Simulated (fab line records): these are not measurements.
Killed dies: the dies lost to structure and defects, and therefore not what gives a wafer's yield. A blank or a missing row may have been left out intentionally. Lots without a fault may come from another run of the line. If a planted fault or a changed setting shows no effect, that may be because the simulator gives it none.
fab line records	flow sky130	part 1 of 2: steps 1 to 26 of 36
[record] lots = 5	wafers = 15	last-day = 50
route steps=708 shown SONOS_ONO@184 GATE_OXIDE@187 POLY_GATE@204 RES_PROTECT@206
lots untouched by any fault: they come from a run of this same line in which no faults occurred
start-h: hours from the record's opening day to when the first of the lot's shown wafers began	wait-h: hours since the lot's step before	" identical to the entry in the row above	L1.1+2: a row that stands for several wafers	- no value present, or no start provided	* or withheld: withheld	< > ~ a bound
route shown NAME@n: a module of which the file shows steps, and the number in the route of the first	usual: the fault-free wafers' mean and standard deviation	same: alike in all rows	chamber/n: place in a boat	sites: each site's reading	_std_site: their standard deviation	_edge_site: mean of outer sites minus mean of inner sites	radius-mm: how far each site lies from the wafer's centre	mask NAME#n: copy n	behind: the most recent tool/chamber to have shaped the wafer	hold: the reason the lot was held/the length of the hold in hours/how it ended	device: the transistor (n, p or np) that didn't switch	end of line: tests of these same wafers at the route's end	a step with no rows: only its recipe	killed: not the wafer's yield, but the dies lost to structure and defects at the first sort	map: per-die view of a wafer (x killed, . not killed, _ where there is no die)
set.NAME: the setting that was run; set.NAME@STEP: the one run at that earlier step	model.NAME: the simulator's own value behind a step, which no gauge read
certain route steps with their lots: each step a table, each wafer a row
services: a tool's chamber out of use, with start hour (start-h, from the record's first day; less than 0 if before it), hours out, and reason
[[steps]]
[step SKY_SONOS_ONO_WET_ETCH_16]
[recipe] chemistry = dHF	target-depth-nm = 14	dry = n2-spin	target = SiO2	dilution = 100:1	temp-c = 25	time-s = 280
lot.wafer	tool	chamber	start-h	wait-h
L076.1+3+4	wet-bench-01	3	288.93	0.0
L079.4+5+6	wet-bench-03	1	307.93	0.0
L088.2+4+6	wet-bench-02	1	393.45	0.0
L092.2+4+6	wet-bench-01	0	422.83	0.0
L094.2+3+4	wet-bench-01	0	452.25	0.0
[step SKY_SONOS_ONO_STRIP_17]
[recipe] chemistry = O2/N2	power-w = 1400	pressure-mtorr = 1500	platen-temp-c = withheld	o2-flow-sccm = 3000	n2-flow-sccm = 300	overash-fraction = 0.5
[usual] drypump-motor-current-A = 5.6/0.45	oes-product-au = 0.710/0.0045	strip-time-to-endpoint-s = 14.11/0.039
lot.wafer	tool	chamber	start-h	wait-h	drypump-motor-current-A	oes-product-au	rf-hours-counter-h	strip-time-to-endpoint-s
L076.1	plasma-asher-02	1	289.02	0.0	5.4	0.711	17	14.09
L076.3	"	0	"	"	5.3	0.707	-	14.10
L076.4	"	1	"	"	5.3	0.715	-	14.08
L079.4	plasma-asher-01	1	308.05	0.0	6.2	0.710	-	14.14
L079.5	"	1	"	"	6.2	0.716	-	14.10
L079.6	"	0	"	"	4.8	0.718	-	14.17
L088.2	plasma-asher-02	1	393.53	0.0	5.4	0.704	27	14.13
L088.4	"	0	"	"	5.3	0.714	-	14.11
L088.6	"	0	"	"	5.3	0.709	-	14.12
L092.2	plasma-asher-01	1	422.92	0.0	6.2	0.707	74	14.16
L092.4	"	0	"	"	4.8	0.718	-	14.14
L092.6	"	0	"	"	4.8	0.712	-	14.16
L094.2	plasma-asher-04	1	452.42	0.0	6.0	0.718	2	14.12
L094.3	"	1	"	"	6.0	0.716	-	14.15
L094.4	"	0	"	"	5.9	0.716	-	14.06
[step SKY_SONOS_ONO_WET_ETCH_18]
[recipe] chemistry = H3PO4	target-depth-nm = 15	target = Si3N4	temp-c = 160	time-s = 172
lot.wafer	tool	chamber	start-h	wait-h
L076.1+3+4	wet-bench-03	1	289.12	0.1
L079.4+5+6	wet-bench-02	1	308.12	0.0
L088.2+4+6	wet-bench-02	0	393.63	0.1
L092.2+4+6	wet-bench-03	0	423.02	0.1
L094.2+3+4	wet-bench-02	2	452.52	0.1
[step SKY_GATE_OXIDE_CLEAN_00]
[recipe] chemistry = SC1/SC2	mix = 1:4:20	temp-c = 70	time-s = 150	dry = n2-spin
lot.wafer	tool	chamber	start-h	wait-h
L076.1+3+4	wet-bench-02	2	289.18	0.0
L079.4+5+6	wet-bench-01	3	308.18	0.0
L088.2+4+6	wet-bench-03	2	393.69	0.0
L092.2+4+6	wet-bench-02	3	423.07	0.0
L094.2+3+4	wet-bench-02	2	452.58	0.0
[step SKY_GATE_OXIDE_OXIDATION_01]
[recipe] temp-c = 900	ambient = O2	stabilise-s = 600	purge-s = 300	target-thk-a = 102.68	ox-time-s = 1473
[usual] spike-tc-bottom-C = 921/3.8	zone-power-top-pct = 31.0/1.5
lot.wafer	tool	chamber	start-h	wait-h	spike-tc-bottom-C	zone-power-top-pct
L076.1	furnace-02	0	291.43	2.2	924	30.0
L076.3	"	0	"	"	922	29.7
L076.4	"	0	"	"	924	29.7
L079.4	furnace-01	0	308.44	0.2	917	32.7
L079.5	"	0	"	"	917	32.8
L079.6	"	0	"	"	918	31.9
L088.2	furnace-02	0	393.74	0.0	925	29.7
L088.4	"	0	"	"	925	29.6
L088.6	"	0	"	"	925	29.9
L092.2	furnace-01	0	424.48	1.4	917	32.5
L092.4	"	0	"	"	918	32.3
L092.6	"	0	"	"	918	32.6
L094.2	furnace-02	0	453.24	0.6	924	29.3
L094.3	"	0	"	"	922	29.6
L094.4	"	0	"	"	923	29.7
[step SKY_GATE_OXIDE_THK_MEAS_02]
[recipe] reads = SiO2_of_GATE_OXIDE_OXIDATION_01
[usual] GATE_OXIDE_OXIDATION_00_THK = 10.36/0.18
lot.wafer	tool	chamber	start-h	wait-h	GATE_OXIDE_OXIDATION_00_THK[nm]
L076.1	film-metro-03	-	292.84	0.0	10.45
L076.3	"	-	"	"	10.22
L076.4	"	-	"	"	10.19
L079.4	film-metro-02	-	309.88	0.0	10.30
L079.5	"	-	"	"	10.39
L079.6	"	-	"	"	10.30
L088.2	film-metro-03	-	395.16	0.0	10.31
L088.4	"	-	"	"	10.64
L088.6	"	-	"	"	10.47
L092.2	film-metro-03	-	425.90	0.0	10.40
L092.4	"	-	"	"	10.68
L092.6	"	-	"	"	10.74
L094.2	film-metro-01	-	454.66	0.0	10.56
L094.3	"	-	"	"	10.29
L094.4	"	-	"	"	10.33
[step SKY_GATE_OXIDE_DEHYDRATE_03]
[recipe] temp-c = 200	time-s = 60
[usual] chill-plate-temp-C = 23.01/0.11
lot.wafer	tool	chamber	start-h	wait-h	chill-plate-temp-C
L076.1	litho-track-04	0	305.12	12.3	23.12
L076.3	"	0	"	"	23.06
L076.4	"	0	"	"	23.08
L079.4	litho-track-01	0	322.73	12.8	23.04
L079.5	"	0	"	"	23.02
L079.6	"	0	"	"	23.07
L088.2	litho-track-02	0	409.77	14.6	23.09
L088.4	"	0	"	"	22.96
L088.6	"	0	"	"	23.08
L092.2	litho-track-04	0	441.35	15.4	22.99
L092.4	"	0	"	"	22.95
L092.6	"	0	"	"	23.03
L094.2	litho-track-04	0	469.89	15.2	22.78
L094.3	"	0	"	"	22.93
L094.4	"	0	"	"	22.73
[step SKY_GATE_OXIDE_HMDS_04]
[recipe] prime-time-s = 60	prime-temp-c = 120
[usual] chill-plate-temp-C = 23.00/0.1
lot.wafer	tool	chamber	start-h	wait-h	chill-plate-temp-C
L076.1	litho-track-04	0	305.27	0.1	22.93
L076.3	"	0	"	"	22.96
L076.4	"	0	"	"	22.93
L079.4	litho-track-01	0	322.88	0.1	22.99
L079.5	"	0	"	"	22.91
L079.6	"	0	"	"	23.05
L088.2	litho-track-02	0	409.92	0.1	23.05
L088.4	"	0	"	"	22.83
L088.6	"	0	"	"	22.86
L092.2	litho-track-04	0	441.50	0.1	23.22
L092.4	"	0	"	"	23.13
L092.6	"	0	"	"	23.02
L094.2	litho-track-04	0	470.04	0.1	23.19
L094.3	"	0	"	"	23.03
L094.4	"	0	"	"	23.13
[step SKY_GATE_OXIDE_COAT_05]
[recipe] resist = NOVOLAK	spin-rpm = 3000	resist-thk-nm = 1140
[usual] chill-plate-temp-C = 23.02/0.11
lot.wafer	tool	chamber	start-h	wait-h	chill-plate-temp-C
L076.1	litho-track-04	0	305.42	0.1	23.00
L076.3	"	0	"	"	23.02
L076.4	"	0	"	"	23.04
L079.4	litho-track-01	0	323.03	0.1	22.95
L079.5	"	0	"	"	22.95
L079.6	"	0	"	"	22.69
L088.2	litho-track-02	0	410.07	0.1	23.15
L088.4	"	0	"	"	23.05
L088.6	"	0	"	"	23.04
L092.2	litho-track-04	0	441.65	0.1	23.07
L092.4	"	0	"	"	23.19
L092.6	"	0	"	"	23.22
L094.2	litho-track-04	0	470.19	0.1	23.02
L094.3	"	0	"	"	22.96
L094.4	"	0	"	"	22.86
[step SKY_GATE_OXIDE_SOFTBAKE_06]
[recipe] temp-c = 90	time-s = 60	resist = NOVOLAK
[usual] chill-plate-temp-C = 23.00/0.12
lot.wafer	tool	chamber	start-h	wait-h	chill-plate-temp-C
L076.1	litho-track-04	0	305.57	0.1	22.93
L076.3	"	0	"	"	22.70
L076.4	"	0	"	"	22.92
L079.4	litho-track-01	0	323.18	0.1	23.03
L079.5	"	0	"	"	22.95
L079.6	"	0	"	"	22.86
L088.2	litho-track-02	0	410.22	0.1	22.75
L088.4	"	0	"	"	22.99
L088.6	"	0	"	"	22.95
L092.2	litho-track-04	0	441.80	0.1	22.93
L092.4	"	0	"	"	22.94
L092.6	"	0	"	"	22.94
L094.2	litho-track-04	0	470.34	0.1	22.80
L094.3	"	0	"	"	23.05
L094.4	"	0	"	"	22.93
[step SKY_GATE_OXIDE_EXPOSE_07]
[recipe] mask-id = LVOM	na = 0.6	source-shape = conventional	sigma-outer = 0.6	polarization = unpolarized	target-cd-nm = 600	dose-mj = 170
[usual] exposure-dose-mJ-cm2 = 169.98/0.17	stage-vel-mm-s = 500.03/0.23
[same] sigma-outer = 0.6
lot.wafer	tool	chamber	start-h	wait-h	mask	exposure-dose-mJ-cm2	stage-vel-mm-s
L076.1	iline-stepper-01	0	-	-	LVOM#0	169.94	499.68
L076.3	"	0	"	"	LVOM#0	169.95	499.82
L076.4	"	0	"	"	LVOM#0	170.08	499.93
L079.4	iline-stepper-02	0	-	-	LVOM#0	169.75	500.06
L079.5	"	0	"	"	LVOM#0	169.74	500.07
L079.6	"	0	"	"	LVOM#0	169.79	500.07
L088.2	iline-stepper-02	0	-	-	LVOM#0	169.98	500.01
L088.4	"	0	"	"	LVOM#0	170.01	500.36
L088.6	"	0	"	"	LVOM#0	170.00	500.17
L092.2	iline-stepper-01	0	-	-	LVOM#0	169.91	499.89
L092.4	"	0	"	"	LVOM#0	169.98	499.86
L092.6	"	0	"	"	LVOM#0	170.17	499.86
L094.2	iline-stepper-01	0	-	-	LVOM#0	169.82	499.95
L094.3	"	0	"	"	LVOM#0	169.84	499.97
L094.4	"	0	"	"	LVOM#0	169.90	500.04
[step SKY_GATE_OXIDE_PEB_08]
[recipe] temp-c = withheld	time-s = *	resist = NOVOLAK
[usual] chill-plate-temp-C = *
lot.wafer	tool	chamber	start-h	wait-h	chill-plate-temp-C
L076.1	litho-track-04	0	-	-	*
L076.3	"	0	"	"	*
L076.4	"	0	"	"	*
L079.4	litho-track-04	0	-	-	*
L079.5	"	0	"	"	*
L079.6	"	0	"	"	*
L088.2	litho-track-04	0	-	-	*
L088.4	"	0	"	"	*
L088.6	"	0	"	"	*
L092.2	litho-track-02	0	-	-	*
L092.4	"	0	"	"	*
L092.6	"	0	"	"	*
L094.2	litho-track-01	0	-	-	*
L094.3	"	0	"	"	*
L094.4	"	0	"	"	*
[step SKY_GATE_OXIDE_DEVELOP_09]
[recipe] resist = NOVOLAK	developer = TMAH	develop-time-s = 60	dev-temp-c = 23
[usual] chill-plate-temp-C = 23.01/0.097
lot.wafer	tool	chamber	start-h	wait-h	chill-plate-temp-C
L076.1	litho-track-04	0	317.77	0.1	23.10
L076.3	"	0	"	"	22.97
L076.4	"	0	"	"	23.14
L079.4	litho-track-04	0	336.50	0.1	23.12
L079.5	"	0	"	"	23.04
L079.6	"	0	"	"	23.10
L088.2	litho-track-04	0	425.60	0.1	23.23
L088.4	"	0	"	"	23.00
L088.6	"	0	"	"	22.89
L092.2	litho-track-02	0	457.32	0.1	23.01
L092.4	"	0	"	"	23.19
L092.6	"	0	"	"	22.96
L094.2	litho-track-01	0	484.88	0.1	23.10
L094.3	"	0	"	"	23.01
L094.4	"	0	"	"	23.02
[step SKY_GATE_OXIDE_OVL_MEAS_10]
[usual] GATE_OXIDE_OVL = -0.2/1.5
lot.wafer	tool	chamber	start-h	wait-h	GATE_OXIDE_OVL[nm]
L076.1	overlay-01	-	317.92	0.1	0.9
L076.3	"	-	"	"	-1.4
L076.4	"	-	"	"	-1.3
L079.4	overlay-01	-	336.59	0.1	2.3
L079.5	"	-	"	"	0.4
L079.6	"	-	"	"	-0.4
L088.2	overlay-02	-	425.73	0.1	-0.2
L088.4	"	-	"	"	0.0
L088.6	"	-	"	"	-2.8
L092.2	overlay-02	-	457.45	0.1	0.8
L092.4	"	-	"	"	0.7
L092.6	"	-	"	"	0.9
L094.2	overlay-01	-	485.01	0.1	-0.1
L094.3	"	-	"	"	-1.2
L094.4	"	-	"	"	-0.8
[step SKY_GATE_OXIDE_IMPLANT_11]
[recipe] species = B	energy-kev = 10	dose-cm2 = 2.6e+12	tilt-deg = withheld
lot.wafer	tool	chamber	start-h	wait-h
L076.1+3+4	implanter-03	0	317.96	0.0
L079.4+5+6	implanter-04	0	336.68	0.1
L088.2+4+6	implanter-03	0	425.78	0.0
L092.2+4+6	implanter-04	0	457.50	0.0
L094.2+3+4	implanter-04	0	485.06	0.0
[step SKY_GATE_OXIDE_WET_ETCH_12]
[recipe] chemistry = dHF	target-depth-nm = 16.8	dry = n2-spin	target = SiO2	dilution = 100:1	temp-c = 25	time-s = 336
lot.wafer	tool	chamber	start-h	wait-h
L076.1+3+4	wet-bench-03	0	318.11	0.1
L079.4+5+6	wet-bench-02	2	336.76	0.1
L088.2+4+6	wet-bench-03	2	425.91	0.1
L092.2+4+6	wet-bench-01	0	457.63	0.1
L094.2+3+4	wet-bench-03	2	485.19	0.1
[step SKY_GATE_OXIDE_STRIP_13]
[recipe] chemistry = O2/N2	power-w = 1400	pressure-mtorr = 1500	platen-temp-c = withheld	o2-flow-sccm = 3000	n2-flow-sccm = 300	overash-fraction = 0.5
[usual] drypump-motor-current-A = 5.7/0.48	oes-product-au = 0.716/0.0048	strip-time-to-endpoint-s = 14.20/0.037
lot.wafer	tool	chamber	start-h	wait-h	drypump-motor-current-A	oes-product-au	rf-hours-counter-h	strip-time-to-endpoint-s
L076.1	plasma-asher-01	0	318.21	0.0	4.8	0.718	63	14.19
L076.3	"	0	"	"	4.8	0.714	-	14.17
L076.4	"	1	"	"	6.2	0.715	-	14.18
L079.4	plasma-asher-04	0	336.89	0.0	5.9	0.710	-	14.15
L079.5	"	1	"	"	6.0	0.723	-	14.23
L079.6	"	0	"	"	5.9	0.718	-	14.22
L088.2	plasma-asher-01	0	426.01	0.0	4.8	0.718	74	14.28
L088.4	"	1	"	"	6.2	0.718	-	14.23
L088.6	"	0	"	"	4.8	0.714	-	14.26
L092.2	plasma-asher-01	0	457.73	0.0	4.8	0.719	77	14.18
L092.4	"	1	"	"	6.3	0.719	-	14.15
L092.6	"	1	"	"	6.3	0.718	-	14.16
L094.2	plasma-asher-01	0	485.29	0.0	4.8	0.714	80	14.20
L094.3	"	1	"	"	6.2	0.714	-	14.24
L094.4	"	0	"	"	4.8	0.714	-	14.25
[step SKY_GATE_OXIDE_TW_MEAS_14]
[usual] GATE_OXIDE_TW = 226.3/2.1
lot.wafer	tool	chamber	start-h	wait-h	GATE_OXIDE_TW
L076.1	film-metro-03	-	318.31	0.1	230.0
L076.3	"	-	"	"	228.0
L076.4	"	-	"	"	227.7
L079.4	film-metro-03	-	336.99	0.1	228.6
L079.5	"	-	"	"	228.0
L079.6	"	-	"	"	228.5
L088.2	film-metro-01	-	426.12	0.1	224.2
L088.4	"	-	"	"	223.9
L088.6	"	-	"	"	224.4
L092.2	film-metro-03	-	457.84	0.1	227.6
L092.4	"	-	"	"	226.9
L092.6	"	-	"	"	227.9
L094.2	film-metro-01	-	485.40	0.1	224.7
L094.3	"	-	"	"	224.9
L094.4	"	-	"	"	224.3
[step SKY_GATE_OXIDE_CLEAN_15]
[recipe] chemistry = SC1/SC2	mix = 1:4:20	temp-c = 70	time-s = 150	dry = n2-spin
lot.wafer	tool	chamber	start-h	wait-h
L076.1+3+4	wet-bench-01	3	318.37	0.1
L079.4+5+6	wet-bench-01	0	337.02	0.0
L088.2+4+6	wet-bench-01	1	426.17	0.0
L092.2+4+6	wet-bench-03	0	457.89	0.0
L094.2+3+4	wet-bench-03	3	485.45	0.0
[step SKY_GATE_OXIDE_OXIDATION_16]
[recipe] temp-c = 800	ambient = O2	idle-temp-c = 700	ramp-up-c-per-min = 10	ramp-down-c-per-min = 3	stabilise-s = 600	purge-s = 300	target-thk-a = 35.7	ox-time-s = 1915
[usual] spike-tc-bottom-C = 821/3.8	zone-power-top-pct = 26.1/1.2
lot.wafer	tool	chamber	start-h	wait-h	spike-tc-bottom-C	zone-power-top-pct
L076.1	furnace-02	0	318.68	0.3	826	24.4
L076.3	"	0	"	"	824	24.9
L076.4	"	0	"	"	825	24.6
L079.4	furnace-01	0	337.38	0.3	818	27.4
L079.5	"	0	"	"	818	27.2
L079.6	"	0	"	"	819	27.2
L088.2	furnace-01	0	427.40	1.2	817	26.7
L088.4	"	0	"	"	817	27.0
L088.6	"	0	"	"	819	27.0
L092.2	furnace-01	0	458.94	1.0	819	26.8
L092.4	"	0	"	"	820	27.1
L092.6	"	0	"	"	818	26.8
L094.2	furnace-02	0	485.50	0.0	825	24.2
L094.3	"	0	"	"	826	24.7
L094.4	"	0	"	"	824	24.7
[step SKY_POLY_GATE_CVD_00]
[recipe] material = poly-Si	target-thk-nm = 180	temp-c = 620	time-s = 720	pressure-mtorr = 200
[usual] spike-tc-bottom-C = 638.5/1.4	zone-power-top-pct = 19.4/0.7
lot.wafer	tool	chamber	start-h	wait-h	spike-tc-bottom-C	zone-power-top-pct
L076.1	lpcvd-01	0	320.22	0.0	639.8	20.0
L076.3	"	0	"	"	639.7	19.7
L076.4	"	0	"	"	641.3	20.0
L079.4	lpcvd-01	0	338.92	0.0	639.0	20.1
L079.5	"	0	"	"	638.1	20.1
L079.6	"	0	"	"	639.3	20.0
L088.2	lpcvd-01	0	428.93	0.0	640.3	19.7
L088.4	"	0	"	"	639.6	20.0
L088.6	"	0	"	"	640.9	20.3
L092.2	lpcvd-01	0	460.47	0.0	637.0	19.8
L092.4	"	0	"	"	637.8	19.9
L092.6	"	0	"	"	640.2	19.6
L094.2	lpcvd-01	0	487.03	0.0	638.6	19.8
L094.3	"	0	"	"	639.2	19.8
L094.4	"	0	"	"	639.5	20.0
[step SKY_POLY_GATE_THK_MEAS_01]
[recipe] reads = poly-Si_of_POLY_GATE_CVD_00
[usual] POLY_GATE_CVD_00_THK = 180.2/1.5
lot.wafer	tool	chamber	start-h	wait-h	POLY_GATE_CVD_00_THK[nm]
L076.1	film-metro-02	-	321.42	0.0	177.3
L076.3	"	-	"	"	177.7
L076.4	"	-	"	"	177.6
L079.4	film-metro-02	-	340.15	0.0	180.4
L079.5	"	-	"	"	178.7
L079.6	"	-	"	"	180.0
L088.2	film-metro-03	-	430.14	0.0	179.1
L088.4	"	-	"	"	179.6
L088.6	"	-	"	"	180.8
L092.2	film-metro-03	-	461.68	0.0	179.9
L092.4	"	-	"	"	180.2
L092.6	"	-	"	"	178.3
L094.2	film-metro-02	-	488.24	0.0	182.7
L094.3	"	-	"	"	182.8
L094.4	"	-	"	"	183.3
[step SKY_RES_PROTECT_DEHYDRATE_00]
[recipe] temp-c = 200	time-s = 60
[usual] chill-plate-temp-C = 23.00/0.11
lot.wafer	tool	chamber	start-h	wait-h	chill-plate-temp-C
L076.1	litho-track-03	0	334.65	13.2	22.98
L076.3	"	0	"	"	22.83
L076.4	"	0	"	"	22.79
L079.4	litho-track-02	0	353.17	13.0	23.04
L079.5	"	0	"	"	22.95
L079.6	"	0	"	"	22.93
L088.2	litho-track-03	0	445.48	15.3	22.89
L088.4	"	0	"	"	22.84
L088.6	"	0	"	"	22.89
L092.2	litho-track-03	0	476.53	14.8	23.24
L092.4	"	0	"	"	23.27
L092.6	"	0	"	"	23.38
L094.2	litho-track-04	0	503.49	15.2	23.06
L094.3	"	0	"	"	22.83
L094.4	"	0	"	"	23.03
[step SKY_RES_PROTECT_HMDS_01]
[recipe] prime-time-s = 60	prime-temp-c = 120
[usual] chill-plate-temp-C = 23.00/0.099
lot.wafer	tool	chamber	start-h	wait-h	chill-plate-temp-C
L076.1	litho-track-03	0	334.80	0.1	23.00
L076.3	"	0	"	"	23.12
L076.4	"	0	"	"	23.09
L079.4	litho-track-02	0	353.32	0.1	22.91
L079.5	"	0	"	"	22.80
L079.6	"	0	"	"	22.98
L088.2	litho-track-03	0	445.63	0.1	22.98
L088.4	"	0	"	"	23.16
L088.6	"	0	"	"	23.11
L092.2	litho-track-03	0	476.68	0.1	22.86
L092.4	"	0	"	"	22.95
L092.6	"	0	"	"	22.94
L094.2	litho-track-04	0	503.64	0.1	22.93
L094.3	"	0	"	"	22.71
L094.4	"	0	"	"	22.88
[step SKY_RES_PROTECT_COAT_02]
[recipe] resist = NOVOLAK	spin-rpm = 3000	resist-thk-nm = 1140
[usual] chill-plate-temp-C = 23.01/0.12
lot.wafer	tool	chamber	start-h	wait-h	chill-plate-temp-C
L076.1	litho-track-03	0	334.95	0.1	23.10
L076.3	"	0	"	"	23.05
L076.4	"	0	"	"	23.07
L079.4	litho-track-02	0	353.47	0.1	23.01
L079.5	"	0	"	"	23.09
L079.6	"	0	"	"	23.13
L088.2	litho-track-03	0	445.78	0.1	22.87
L088.4	"	0	"	"	22.85
L088.6	"	0	"	"	22.96
L092.2	litho-track-03	0	476.83	0.1	23.10
L092.4	"	0	"	"	23.07
L092.6	"	0	"	"	23.06
L094.2	litho-track-04	0	503.79	0.1	23.23
L094.3	"	0	"	"	23.11
L094.4	"	0	"	"	23.35
[step SKY_RES_PROTECT_SOFTBAKE_03]
[recipe] temp-c = 90	time-s = 60	resist = NOVOLAK
[usual] chill-plate-temp-C = 22.99/0.12
lot.wafer	tool	chamber	start-h	wait-h	chill-plate-temp-C
L076.1	litho-track-03	0	335.10	0.1	23.01
L076.3	"	0	"	"	22.86
L076.4	"	0	"	"	22.93
L079.4	litho-track-02	0	353.62	0.1	23.30
L079.5	"	0	"	"	23.15
L079.6	"	0	"	"	23.14
L088.2	litho-track-03	0	445.93	0.1	22.81
L088.4	"	0	"	"	22.94
L088.6	"	0	"	"	22.81
L092.2	litho-track-03	0	476.98	0.1	23.06
L092.4	"	0	"	"	23.04
L092.6	"	0	"	"	23.03
L094.2	litho-track-04	0	503.94	0.1	22.92
L094.3	"	0	"	"	22.93
L094.4	"	0	"	"	22.92
